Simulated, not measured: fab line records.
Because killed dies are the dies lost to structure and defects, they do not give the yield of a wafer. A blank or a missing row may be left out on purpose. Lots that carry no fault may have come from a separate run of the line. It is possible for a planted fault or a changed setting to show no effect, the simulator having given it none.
Chamber matching -- flow sky130 -- cmp-02 running SKY_FIELD_ISO_CMP_27: 4 sister chambers
The step polishes, stops on Si3N4, t overpolish 16 s, target thk 457.8 nm. 8 wafers are shown with their chamber, then 9 later ones without.

== WAFERS, EACH WITH ITS CHAMBER ==
wafer,chamber,motor-current-A (A),slurry-flow-ml-min
L471.3,1,11.4,149.8
L478.1,2,11.6,150.1
L480.1,1,11.1,149.6
L480.5,0,11.8,150.1
L480.6,3,11.6,149.6
L481.3,0,11.9,149.8
L481.4,2,11.4,149.5
L481.5,3,12.8,150.3

== WAFERS WITH NO CHAMBER GIVEN ==
wafer,motor-current-A (A),slurry-flow-ml-min
L482.2,12.4,149.5
L482.3,11.6,150.2
L482.6,12.4,150.3
L483.1,11.6,150.5
L483.5,12.1,150.4
L483.6,12.0,150.6
L484.2,11.5,149.2
L484.5,11.9,150.6
L484.6,11.9,149.7

== THE CHAMBER EACH PASSED THROUGH ==
wafer,from the rows above,in truth
L482.2,can't be placed: 3 or 0 or 2 or 1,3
L482.3,can't be placed: 0 or 2 or 3 or 1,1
L482.6,can't be placed: 3 or 0 or 2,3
L483.1,can't be placed: 0 or 2 or 3 or 1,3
L483.5,can't be placed: 3 or 0 or 2 or 1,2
L483.6,can't be placed: 0 or 3 or 2 or 1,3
L484.2,can't be placed: 1 or 2 or 0 or 3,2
L484.5,can't be placed: 0 or 3 or 2 or 1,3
L484.6,can't be placed: 0 or 2 or 3 or 1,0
Placed correctly: 0 of 9. Not placeable from these rows: 9 (in 9, the candidates include the true chamber). Wrongly placed: 0.
How it was worked out, from the rows above alone: a wafer's distance from a chamber is the root of the sum, over the readings, of the square of ((its reading less the chamber's mean) divided by the reading's scatter). If the next closest chamber is less than 2 further off than the closest, the wafer can't be placed; otherwise it belongs to the closest. Each chamber's mean is taken over the wafers shown for it. The scatter: the root of (the sum of the squares of (reading less its chamber's mean) over the shown wafers, divided by (wafers less chambers)).
